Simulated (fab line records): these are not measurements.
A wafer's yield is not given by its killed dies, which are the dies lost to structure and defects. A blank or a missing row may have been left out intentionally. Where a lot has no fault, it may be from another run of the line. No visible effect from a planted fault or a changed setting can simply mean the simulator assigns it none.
Chamber matching	flow gf180mcu	hdpcvd-01 running GF_V4_CVD_00: 3 sister chambers
The step deposits SiO2, target thk 600 nm, time 100 s. 3 wafers are shown with their chamber, then 7 later ones without.

## WAFERS, EACH WITH ITS CHAMBER
wafer	chamber	sih4 flow sccm (sccm)
L122.6	2	59.95
L124.2	1	60.09
L124.3	0	59.98

## WAFERS WITH NO CHAMBER GIVEN
wafer	sih4 flow sccm (sccm)
L124.4	60.03
L127.2	60.07
L127.4	59.91
L127.5	59.93
L128.3	60.07
L128.4	60.10
L128.5	59.93

## EACH ONE'S CHAMBER
wafer	from the rows above	in truth
L124.4	can't be placed: 0 or 1 or 2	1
L127.2	1	1
L127.4	can't be placed: 2 or 0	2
L127.5	can't be placed: 2 or 0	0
L128.3	1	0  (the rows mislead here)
L128.4	1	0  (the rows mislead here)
L128.5	can't be placed: 2 or 0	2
Placed correctly: 1 of 7. Unplaceable from these rows: 4, with the true chamber sitting among the candidates in 4. Placed wrongly: 2.
How it was worked out, from the rows above alone: a wafer's distance from a chamber is the root of the sum, over the readings, of the square of ((its reading less the chamber's mean) divided by the reading's scatter). The wafer belongs to the nearest chamber; if the next one is less than 2 further off, it can't be placed. Each chamber's mean is taken over the wafers shown for it. The scatter: with one shown wafer a chamber, the root of the mean of the squares of how far each hidden wafer lies from its nearest shown one.
